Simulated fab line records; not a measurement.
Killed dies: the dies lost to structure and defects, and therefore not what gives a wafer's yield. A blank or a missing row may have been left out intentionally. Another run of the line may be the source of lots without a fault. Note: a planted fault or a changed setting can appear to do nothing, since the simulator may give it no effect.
Lot-split experiment | flow gf180mcu | route with 602 steps; 5 lots, 23 wafers read

## THE SPLIT ITSELF
At GF_CONTACT_CVD_00 (deposits SiO2, target thk 300 nm, time 50 s), the setting sih4FlowSccm was moved away from the recipe's 60 sccm on 10 of the 23 wafers read, by -11.4% to +9.5%. This setting was run at the recipe's value on the other wafers.

## FROM THE SPLIT TO THE READING: what the file shows between them, 3 steps
- GF_CONTACT_THK_MEAS_01
- GF_CONTACT_DEVELOP_13: develop time 60 s (also split here: developTimeS)
- GF_CONTACT_ETCH_16: etches BARC in N2/H2

## THE READING
oesProductAu, in a.u., at GF_CONTACT_ETCH_17 (etches SiO2 in C4F8/O2/Ar, stops on CoSi2, target depth 860 nm). A value of 0.813 a.u. with a standard deviation of 0.0044 a.u. is what fault-free wafers of this fab line usually give.

wafer  | tool, chamber at the split | sih4FlowSccm as run, sccm | against the recipe | oesProductAu, a.u. | against lot-mates on the recipe
L075.1 | hdpcvd-02, 2               | 53.16                     | -11.4%             | 0.787              | -0.023
L075.2 | hdpcvd-02, 1               | 60                        | recipe             | 0.808              | -
L075.3 | hdpcvd-02, 0               | 53.16                     | -11.4%             | 0.788              | -0.022
L075.5 | hdpcvd-02, 0               | 60                        | recipe             | 0.811              | -
L075.6 | hdpcvd-02, 1               | 53.16                     | -11.4%             | 0.792              | -0.018
L077.1 | hdpcvd-02, 2               | 60                        | recipe             | 0.821              | -
L077.2 | hdpcvd-02, 0               | 60                        | recipe             | 0.809              | -
L077.4 | hdpcvd-02, 1               | 55.73                     | -7.1%              | 0.806              | -0.009
L077.5 | hdpcvd-02, 2               | 60                        | recipe             | 0.816              | -
L077.6 | hdpcvd-02, 0               | 55.73                     | -7.1%              | 0.797              | -0.018
L076.1 | hdpcvd-01, 0               | 60                        | recipe             | 0.817              | -
L076.2 | hdpcvd-01, 1               | 60                        | recipe             | 0.819              | -
L076.3 | hdpcvd-01, 2               | 65.71                     | +9.5%              | 0.825              | +0.011
L076.4 | hdpcvd-01, 2               | 60                        | recipe             | 0.807              | -
L076.5 | hdpcvd-01, 1               | 65.71                     | +9.5%              | 0.830              | +0.016
L082.1 | hdpcvd-01, 1               | 60                        | recipe             | 0.819              | -
L082.2 | hdpcvd-01, 0               | 60                        | recipe             | 0.814              | -
L082.5 | hdpcvd-01, 2               | 60                        | recipe             | 0.811              | -
L084.1 | hdpcvd-01, 2               | 64.32                     | +7.2%              | 0.826              | +0.016
L084.2 | hdpcvd-01, 0               | 64.32                     | +7.2%              | 0.826              | +0.016
L084.3 | hdpcvd-01, 1               | 60                        | recipe             | 0.814              | -
L084.5 | hdpcvd-01, 1               | 64.32                     | +7.2%              | 0.825              | +0.015
L084.6 | hdpcvd-01, 2               | 60                        | recipe             | 0.805              | -

THE FIT
A straight line over all 23 wafers: oesProductAu changes by +0.00185 a.u. for each +1% of sih4FlowSccm; r = +0.93; the points scatter about the line by 0.0045 a.u.
The same after taking each lot's own level away (the mean of its wafers on the recipe; 23 wafers): +0.00181 a.u. for each +1%; r = +0.94; scatter 0.0042 a.u.
On that fit, the largest move of sih4FlowSccm shifts the reading by 0.021 a.u.
From 0.8095 to 0.8153 a.u.: that is the span of the lots' own levels, equal to 1.3 times the standard deviation above.
So the lot-to-lot level changes the slope little: the two slopes agree.
Check: -0.0202 a.u. against its lot-mates is what the line predicts for one of the wafers moved furthest among these (-11.4%) when that wafer is left out of the fit. Against them it came out at -0.0225 a.u.

## THE OTHER SPLITS THESE WAFERS WENT THROUGH
Other splits were also applied to these wafers ahead of the reading. Each is held against what the fit with the lots' levels taken away leaves over:
other split on the same wafers     | wafers away from the commonest value | r with oesProductAu (lot level and that fit taken away)
GF_SAB_ETCH_11 timeS               | 5                                    | -0.11
GF_CONTACT_DEVELOP_13 developTimeS | 3                                    | +0.36

## THE WHOLE CHAIN: every reading that the file lists as answering this split, in the file's order
step                   | what it does                                                   | reading                                                                       | change (the file's fit)                   | r (the file's)
GF_CONTACT_CVD_00      | deposits SiO2, target thk 300 nm, time 50 s                    | SiO2_of_CONTACT_CVD_00.thkNm (the simulator's own value, which no gauge read) | +3.08 nm for each +1% of the setting      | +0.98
GF_CONTACT_THK_MEAS_01 |                                                                | CONTACT_CVD_00_THK                                                            | +3.08 for each +1% of the setting         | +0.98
GF_CONTACT_ETCH_17     | etches SiO2 in C4F8/O2/Ar, stops on CoSi2, target depth 860 nm | oesProductAu                                                                  | +0.00176 a.u. for each +1% of the setting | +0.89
GF_CONTACT_ETCH_17     | etches SiO2 in C4F8/O2/Ar, stops on CoSi2, target depth 860 nm | CONTACT.featureDepthNm (the simulator's own value, which no gauge read)       | +3.04 nm for each +1% of the setting      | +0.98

## THE FILE'S OWN FIT
oesProductAu changes by +0.00176 a.u. for each +1% of sih4FlowSccm, r = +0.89.
